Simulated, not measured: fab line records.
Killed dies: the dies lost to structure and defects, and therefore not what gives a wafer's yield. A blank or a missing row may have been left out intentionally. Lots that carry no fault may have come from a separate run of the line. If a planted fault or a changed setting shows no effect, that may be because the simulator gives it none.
8D (eight disciplines) problem report, filled in by code / flow gf180mcu / the parts of the form that need people (team, actions taken, sign-off) are left out

1. WHAT WENT WRONG
MVSD_RS at GF_VT_IMPLANT_RS_MEAS_46 reads a mean of 470.3 ohm/sq on 6 wafers of 2 lots; wafers without a fault read 456.6 ohm/sq with a standard deviation of 1. That is +14 standard deviations from the usual mean.
The step: measures by four-point-probe.
First seen on wafer L807.1, day 11 13:41, on film-metro-01. At this step, 39 wafers from 13 lots have a number in the record. Rule for "out" (also "out of limits"): further than 4 standard deviations from the usual mean. The other wafers with a number count as sound.

2. WHAT IT IS, WHAT IT ISN'T
question=which readings at this step | is=MVSD_RS | is not=-
question=which lots | is=L807, L810 | is not=L793, L795, L796, L797, L799, L800, L811, L812, L813, L814, L815
question=which wafers of those lots | is=all that have a number | is not=-
question=read on which gauges | is=film-metro-01 | is not=film-metro-03
question=when | is=from day 11 13:41 | is not=up to then (18 sound wafers); but 15 sound wafers of L811, L812, L813, L814, L815 came after

3. WHAT RULES OUT EACH SUSPECT
Counting: a tool at a process step up to the reading stays a suspect if it ran every lot that is out and no sound lot after the first of them.
- ruled out: the gauge at GF_VT_IMPLANT_RS_MEAS_46. All the wafers that are out were read on film-metro-01, but those of them that GF_MVSD_IMPLANT_08 has rows for are out there too, on other tools.
- implanter-04 at GF_MVSD_IMPLANT_08: kept. Every lot that is out went through it, starting with L807 (day 7 20:36), and after that it ran no sound lot; the last sound lot it ran before then is L800 (day 6 11:47). Its own beam-energy-keV readings are out on those wafers.
Left after counting: implanter-04 at GF_MVSD_IMPLANT_08.

4. THE CAUSE (what the simulator had put in)
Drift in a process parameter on implanter-04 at GF_MVSD_IMPLANT_08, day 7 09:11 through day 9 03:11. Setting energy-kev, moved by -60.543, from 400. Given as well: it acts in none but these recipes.
Only this tool survived the counting.

5. THE CHAIN OF EFFECTS, in route order
Rows list readings where the struck wafers' mean (over those with a number) sits beyond 3 standard deviations from the usual. Only readings for which the record gives a usual standard deviation are gone through. hours: the time from each lot's start at the first step in this table that gives one to its start at this step, as a median over the lots. sigmas: the change in usual standard deviations.
hours=0; step=GF_MVSD_IMPLANT_08; reading=beam-energy-keV; usual=400.00; on struck wafers=339.35; change=-60.65; sigmas=-99 or more
hours=91; step=GF_VT_IMPLANT_RS_MEAS_46; reading=MVSD_RS; usual=456.6 ohm/sq; on struck wafers=470.3; change=+13.7; sigmas=+14
Its process steps:
- GF_MVSD_IMPLANT_08
At these later measuring or inspecting steps, every struck wafer for which the step has a row has a number for every such reading, and none has moved that far: GF_V1_OVL_MEAS_15.

6. WHAT WOULD HAVE CAUGHT IT SOONER
Counted from the fault's start at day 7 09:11, it took 100 hours until the first out-of-limits reading at a measuring or inspecting step in this record, taken at day 11 13:41.
The tool's own readings at GF_MVSD_IMPLANT_08 were out on every struck wafer that the step has a row for (beam-energy-keV): an alarm limit on them would have fired on the first of those.
Lots out: 2; all had begun GF_MVSD_IMPLANT_08 on implanter-04 by day 11 13:41. Had the tool been put on hold then, not one of them would have been saved.
